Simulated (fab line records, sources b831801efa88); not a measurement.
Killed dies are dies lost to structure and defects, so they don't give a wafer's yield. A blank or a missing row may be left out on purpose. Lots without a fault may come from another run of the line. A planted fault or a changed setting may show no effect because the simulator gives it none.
Chamber matching | flow sfq_line | SFQ_TRILAYER_I7_DEP_PECVD_183 on pecvd-03: 3 sister chambers
The step deposits SiO2 from SiH4/N2O, time 111.11 s, target thk 500 nm. 3 wafers are shown with their chamber, then 7 later ones without.

WAFERS WITH THEIR CHAMBER
wafer  | chamber | throttle_valve_pct (%)
L608.4 | 2       | 27.2
L620.1 | 1       | 24.2
L622.4 | 0       | 24.5

WAFERS WITHOUT THEIR CHAMBER
wafer  | throttle_valve_pct (%)
L622.5 | 27.2
L624.3 | 27.2
L624.5 | 23.5
L624.6 | 24.6
L626.1 | 27.4
L626.3 | 24.3
L626.5 | 27.4

WHICH CHAMBER EACH WENT THROUGH
wafer  | from the rows above     | in truth
L622.5 | 2                       | 2
L624.3 | 2                       | 2
L624.5 | can't be placed: 1 or 0 | 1
L624.6 | can't be placed: 0 or 1 | 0
L626.1 | 2                       | 2
L626.3 | can't be placed: 1 or 0 | 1
L626.5 | 2                       | 2
Placed correctly: 4 of 7. Can't be placed from these rows: 3 (the true chamber is among the candidates in 3). Placed wrongly: 0.
How it was worked out, from the rows above alone: a wafer's distance from a chamber is the root of the sum, over the readings, of the square of ((its reading less the chamber's mean) divided by the reading's scatter). The wafer belongs to the nearest chamber; if the next one is less than 2 further off, it can't be placed. A chamber's mean is the mean of its shown wafers. The scatter: with one shown wafer a chamber, the root of the mean of the squares of how far each hidden wafer lies from its nearest shown one.
